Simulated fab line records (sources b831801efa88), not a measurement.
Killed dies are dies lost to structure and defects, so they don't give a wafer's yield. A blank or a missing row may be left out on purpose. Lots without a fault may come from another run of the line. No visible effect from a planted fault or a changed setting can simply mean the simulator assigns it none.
A struck lot beside a sound one -- flow sfq-line -- 28 steps out of a route of 325
Sound: the wafers L422.1, L422.2, L422.3. Struck: wafers L418.5, L418.6 (left out: L418.3, a lot-mate that was not struck); the cause follows at the end.
Each step with rows lists, per side, the tool, then ch with its chambers, then its first start. Under that, the readings that differ: sound wafers -- struck wafers -- difference of the means -- sigmas: that difference in standard deviations of wafers without a fault.
alike: readings whose means differ by less than 2 such deviations, and words and numbers that are the same on both sides. not compared: withheld readings, readings that some wafer has no value for, bounds like >300 that may hide the same value, and numbers for which the record gives no deviation and whose values overlap.
The two part at a step that has a row with sigmas, a row that says differs or no value, or rows on one side only. When numbers do not overlap yet have no deviation, they are printed without sigmas and do not part them. A reading that every wafer of one side lacks parts them only if that side has two wafers or more.

first, 6 steps without rows for these wafers: SFQ_TRILAYER_M0_LITHO_COAT_026 (resist thk 62 nm); SFQ_TRILAYER_M0_LITHO_COAT_021 (resist thk 600 nm); SFQ_TRILAYER_M0_LITHO_SOFTBAKE_025; SFQ_TRILAYER_M0_LITHO_EXPOSE_022 (exposes mask M0, target cd 500 nm); SFQ_TRILAYER_M0_LITHO_PEB_024 (peb time 60 s); SFQ_TRILAYER_M0_LITHO_DEVELOP_023 (time 60 s).
SFQ_M0_OVL_MEAS_906:
  sound on overlay-01, day 16 12:28; struck on overlay-02, day 14 11:55
  alike: M0_OVL
SFQ_TRILAYER_M0_BARC_OPEN_METAL_ETCH_031: etches BARC in O2, target depth 125 nm, time 41.7 s.
  sound on rie-metal-04 ch 0,1, day 16 12:30; struck on rie-metal-02 ch 0,1, day 14 11:57
  alike: chamber-pressure-mTorr, drypump-motor-current-A, oes-product-au
  not compared: rf-hours-counter-h
SFQ_TRILAYER_M0_ETCH_METAL_ETCH_024: etches Nb in Cl2/Ar, stops on SiO2, target depth 240 nm, time 120 s.
  sound on rie-metal-04 ch 0,1, day 16 12:34; struck on rie-metal-02 ch 0,1, day 14 12:02
  alike: chamber-pressure-mTorr, drypump-motor-current-A, oes-product-au
  not compared: rf-hours-counter-h
then, 3 steps without rows for these wafers: SFQ_TRILAYER_M0_STRIP_STRIP_025 (strips in O2); SFQ_TRILAYER_M0_STRIP_SOLV_CLEAN_026 (cleans in NMP, time 600 s); SFQ_TRILAYER_I0_DEP_PECVD_027 (deposits SiO2 from SiH4/N2O, time 111.11 s, target thk 500 nm).
SFQ_TRILAYER_I0_CMP_CMP_028: polishes SiO2.
  sound on cmp-01 ch 1,2,3, day 16 13:32; struck on cmp-02 ch 2,3, day 14 14:58
reading,sound,struck,difference,sigmas
model.SiO2_of_TRILAYER_I0_DEP_PECVD_027.thk-nm (nm),200.2 200.5 200.4,216.3 215.4,+15.5,
  alike: motor-current-A, platen-rpm, time-to-endpoint-s
SFQ_I0_BOW_MEAS_907:
  sound on film-metro-03, day 16 16:32; struck on film-metro-03, day 14 16:01
  alike: I0_BOW
SFQ_TRILAYER_I0_METRO_MEASURE_029:
  sound on film-metro-03, day 16 16:40; struck on film-metro-03, day 14 16:29
reading,sound,struck,difference,sigmas
thk-nm (nm),200.1 200.4 200.4,216.1 215.4,+15.4,+16
then, 6 steps without rows for these wafers: SFQ_TRILAYER_I0_VIA_LITHO_COAT_036 (resist thk 62 nm); SFQ_TRILAYER_I0_VIA_LITHO_COAT_031 (resist thk 650 nm); SFQ_TRILAYER_I0_VIA_LITHO_SOFTBAKE_035; SFQ_TRILAYER_I0_VIA_LITHO_EXPOSE_032 (exposes mask I0, target cd 500 nm); SFQ_TRILAYER_I0_VIA_LITHO_PEB_034 (peb time 60 s); SFQ_TRILAYER_I0_VIA_LITHO_DEVELOP_033 (time 60 s).
-- the record jumps here: 6 days lie between the struck wafers' starts before and after --
SFQ_I0_OVL_MEAS_908:
  sound on overlay-01, day 23 07:29; struck on overlay-02, day 20 16:26
  alike: I0_OVL
SFQ_TRILAYER_I0_VIA_BARC_OPEN_VIA_ETCH_046: etches BARC in O2, target depth 125 nm, time 41.7 s.
  sound on rie-diel-01 ch 0,2,3, day 23 07:32; struck on rie-diel-02 ch 0,3, day 20 16:28
reading,sound,struck,difference,sigmas
rf-hours-counter-h (h),9 5 15,- -,no value on the struck wafers,
  alike: chamber-pressure-mTorr, drypump-motor-current-A, oes-product-au
SFQ_TRILAYER_I0_VIA_ETCH_VIA_ETCH_034: etches SiO2 in CHF3, stops on Nb, target depth 260 nm.
  sound on rie-diel-01 ch 0,2,3, day 23 07:34; struck on rie-diel-02 ch 0,3, day 20 16:30
reading,sound,struck,difference,sigmas
chamber-pressure-mTorr (mTorr),29.95 30.00 30.00,30.07 30.08,+0.09,+3
oes-product-au (a.u.),0.849 0.854 0.855,0.899 0.885,+0.039,+9
model.I0.feature-depth-nm (nm),200.2 200.5 200.4,216.3 215.4,+15.5,
model.etch.depth-nm (nm),200.2 200.5 200.4,216.3 215.4,+15.5,
  alike: drypump-motor-current-A
SFQ_TRILAYER_I0_VIA_STRIP_STRIP_035: strips in O2.
  sound on rie-metal-02 ch 0,1, day 23 07:41; struck on rie-metal-01 ch 0,1, day 20 16:49
  alike: chamber-pressure-mTorr, drypump-motor-current-A, oes-product-au
  not compared: rf-hours-counter-h
then, 1 step without rows for these wafers: SFQ_TRILAYER_I0_VIA_STRIP_SOLV_CLEAN_036 (cleans in NMP, time 600 s).
SFQ_TRILAYER_M1_DEP_PRE_CLEAN_038: time 22.5 s.
  sound on pvd-sputter-03, day 23 08:27; struck on pvd-sputter-03, day 20 17:23
reading,sound,struck,difference,sigmas
model.SiO2_of_TRILAYER_I0_DEP_PECVD_027.thk-nm (nm),192.7 193 192.9,208.8 207.9,+15.5,
  alike: bias-v
SFQ_TRILAYER_M1_DEP_SPUTTER_037: material Nb, target thk 200 nm, time 133.3 s.
  sound on pvd-sputter-03, day 23 08:29; struck on pvd-sputter-03, day 20 17:25
  alike: substrate-temp-c, throttle-valve-pct

WHERE THEY PART
Earliest at SFQ_TRILAYER_I0_METRO_MEASURE_029; latest, in this record, at SFQ_TRILAYER_I0_VIA_ETCH_VIA_ETCH_034. Later steps at which nothing parts them and some readings are alike: SFQ_TRILAYER_I0_VIA_STRIP_STRIP_035, SFQ_TRILAYER_M1_DEP_PRE_CLEAN_038, SFQ_TRILAYER_M1_DEP_SPUTTER_037.

WHY: the cause the simulator had injected
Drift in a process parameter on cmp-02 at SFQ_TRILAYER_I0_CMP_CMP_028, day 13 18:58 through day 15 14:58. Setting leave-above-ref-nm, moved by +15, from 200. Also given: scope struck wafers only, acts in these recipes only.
